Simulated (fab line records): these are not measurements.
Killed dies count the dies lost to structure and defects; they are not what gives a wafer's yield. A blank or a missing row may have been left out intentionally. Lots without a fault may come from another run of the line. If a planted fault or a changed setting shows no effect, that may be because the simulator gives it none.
Code-filled problem report in 8D (eight disciplines) form || flow sky130 || the parts of the form that need people (team, actions taken, sign-off) are left out

## 1. THE ISSUE
Wafers without a fault read 16 with a standard deviation of 4.1, while killed at front end at SKY_PAD_OPEN_PROBE_99 averages 46 across 3 wafers of 1 lot. Relative to the usual mean, that is a shift of +7.4 standard deviations.
The first sign was on wafer L507.2 at day 50 09:49, on prober-02. The record holds 3 wafers of 1 lot with a number at this step. By rule, "out" or "out of limits" means more than 4 standard deviations away from the usual mean. All remaining wafers that have a number are taken as sound.

## 2. WHAT IT IS, AND WHAT IT ISN'T
{"question": "which readings at this step", "is": "killed at front end", "is not": "killed_at_M0_to_M3, killed_at_M4_up, killed at contacts, killed at other, killed open, killed short"}
{"question": "which lots", "is": "L507", "is not": "-"}
{"question": "which wafers of those lots", "is": "all that have a number", "is not": "-"}
{"question": "read on which tools", "is": "prober-02", "is not": "-"}
{"question": "when", "is": "from day 50 09:49", "is not": "up to then (0 sound wafers)"}

## 3. WHAT RULES OUT EACH SUSPECT
Counting: a tool at a process step up to the reading stays a suspect if it ran every lot that is out and no sound lot after the first of them.
- plasma asher-01 at SKY_PWDE_STRIP_09 (strips in O2/N2): kept. It ran the lot that is out, L507 (day 8 13:30), and no sound lot after that.
- rie metal-03 at SKY_METAL3_DESCUM_15 (chemistry O2, time 8 s): kept. It ran the lot that is out, L507 (day 44 08:13), and no sound lot after that.
- pvd sputter-02 at SKY_METAL5_SPUTTER_00 (material Ti, target thk 15 nm, time 10 s): kept. It ran the lot that is out, L507 (day 48 02:02), and no sound lot after that.
- prober-02 at SKY_PAD_OPEN_PROBE_99: kept. It ran the lot that is out, L507 (day 50 09:49), and no sound lot after that. Out on those wafers are its own readings of killed at front end.
Left after counting: plasma asher-01 at SKY_PWDE_STRIP_09, rie metal-03 at SKY_METAL3_DESCUM_15, pvd sputter-02 at SKY_METAL5_SPUTTER_00, prober-02 at SKY_PAD_OPEN_PROBE_99.

## 4. THE CAUSE (what the simulator had put in)
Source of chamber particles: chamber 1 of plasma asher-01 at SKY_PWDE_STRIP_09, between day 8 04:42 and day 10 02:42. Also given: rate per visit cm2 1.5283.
4 suspects survive the count, and this tool is in that group.

## 5. THE EFFECT CHAIN, in route order
Each row: a reading whose mean over the struck wafers that have a number lies more than 3 standard deviations from the usual. Scope: only readings with a usual standard deviation given in the record; hours: median across lots of the time from each lot's start at the first step in this table that gives one to its start at this step; sigmas: change in usual standard deviations.
{"hours": 0, "step": "SKY_PAD_OPEN_PROBE_99", "reading": "killed at front end", "usual": 16, "on struck wafers": 46, "change": "+30", "sigmas": "+7.4"}
{"hours": 0, "step": "SKY_PAD_OPEN_PROBE_99", "reading": "killed dies", "usual": 87, "on struck wafers": 117, "change": "+30", "sigmas": "+3.1"}
Here are the process steps it includes:
- SKY_PAD_OPEN_PROBE_99

## 6. HOW IT WOULD HAVE BEEN CAUGHT EARLIER
In this record the first reading out of limits was taken at day 50 09:49, 1013 hours after the fault began at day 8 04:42.
No tool reading at SKY_PWDE_STRIP_09 that has a usual standard deviation in the record was out on any struck wafer, so an alarm limit of 4 standard deviations on those readings would not have fired.
All the lots that are out (1) had begun SKY_PWDE_STRIP_09 on plasma asher-01 by day 50 09:49. Holding the tool at that point would not have protected any of them.
